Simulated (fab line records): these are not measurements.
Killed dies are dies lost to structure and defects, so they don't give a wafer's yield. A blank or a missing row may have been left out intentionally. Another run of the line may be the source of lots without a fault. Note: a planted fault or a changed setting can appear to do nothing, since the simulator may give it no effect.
A single fault, viewed from 2 desks || flow sky130 || every desk sees just its own numbers, and what lay behind them comes last

THE TOOL OWNER'S DESK: furnace-02
The tool's own readings at SKY_GATE_OXIDE_OXIDATION_16 (stabilise 600 s, purge 300 s, target thk 3.57 nm): means of the sampled wafers that have a number, for each lot that ran on this tool. A lot is out of limits, marked OUT, if its mean lies more than 4 standard deviations from the usual mean; the brackets give that distance.
Columns: A = ramp up c per min at SKY_GATE_OXIDE_OXIDATION_16, usual 10.000; B = spike tc top C at SKY_GATE_OXIDE_OXIDATION_16, usual 813.6 C; C = zone power centre pct at SKY_GATE_OXIDE_OXIDATION_16, usual 15.3 %
{"lot": "L205", "first seen here": "day 14 22:00", "A": 10.002, "B": 812.4, "C": 14.8}
{"lot": "L206", "first seen here": "day 15 06:46", "A": 10.001, "B": 812.3, "C": 14.9}
{"lot": "L207", "first seen here": "day 15 18:23", "A": 10.000, "B": 813.3, "C": 15.0}
{"lot": "L215", "first seen here": "day 18 18:28", "A": 10.002, "B": 812.3, "C": 14.9}
{"lot": "L220", "first seen here": "day 20 06:04", "A": 10.000, "B": 812.9, "C": 15.0}
This desk's verdict: no lot among the 5 shows anything out of limits.

THE METROLOGY DESK
Lot by lot, what the gauges showed, no matter which tool ran the lot: averages of those sampled wafers that carry a number. A lot is out of limits, marked OUT, if its mean lies more than 4 standard deviations from the usual mean; the brackets give that distance.
Columns: A = GATE_OXIDE_OVL at SKY_GATE_OXIDE_OVL_MEAS_10, usual -0.6 nm; B = GATE_OXIDE_TW at SKY_GATE_OXIDE_TW_MEAS_14, usual 224.4; C = POLY_GATE_CVD_00_THK at SKY_POLY_GATE_THK_MEAS_01, usual 178.7 nm; D = POLY_GATE_TW at SKY_RES_PROTECT_TW_MEAS_08, usual 4012; E = POLY_GATE_CVD_03_THK at SKY_POLY_GATE_THK_MEAS_04, usual 75.0 nm; F = cd nm at SKY_POLY_GATE_CD_MEAS_13, usual 150.0 nm; G = POLY_GATE_OVL at SKY_POLY_GATE_OVL_MEAS_14, usual 2 nm
{"lot": "L205", "first seen here": "day 14 20:08", "A": 0.9, "B": 224.6, "C": 177.5, "D": 3986, "E": 75.7, "F": 150.3, "G": 2}
{"lot": "L206", "first seen here": "day 15 05:14", "A": -1.4, "B": 227.1, "C": 178.8, "D": 4086, "E": 75.9, "F": 150.7, "G": 0}
{"lot": "L207", "first seen here": "day 15 17:40", "A": -1.8, "B": 225.8, "C": 177.5, "D": 4037, "E": 74.7, "F": 149.2, "G": 1}
{"lot": "L211", "first seen here": "day 17 00:24", "A": 0.7, "B": 224.3, "C": 178.6, "D": 4017, "E": 74.6, "F": 149.3, "G": 8}
{"lot": "L215", "first seen here": "day 18 16:29", "A": -0.7, "B": 222.7, "C": 180.8, "D": 3994, "E": 74.6, "F": 149.1, "G": -6}
{"lot": "L220", "first seen here": "day 20 05:08", "A": -0.7, "B": 224.1, "C": 179.4, "D": 4021, "E": 74.6, "F": 150.2, "G": 2}
This desk's verdict: no lot among the 6 shows anything out of limits.

ALL TOGETHER
The desk of the tool owner found nothing out of limits.
At the metrology desk, nothing out of limits was observed.

WHAT HAD BEEN PUT IN BY THE SIMULATOR
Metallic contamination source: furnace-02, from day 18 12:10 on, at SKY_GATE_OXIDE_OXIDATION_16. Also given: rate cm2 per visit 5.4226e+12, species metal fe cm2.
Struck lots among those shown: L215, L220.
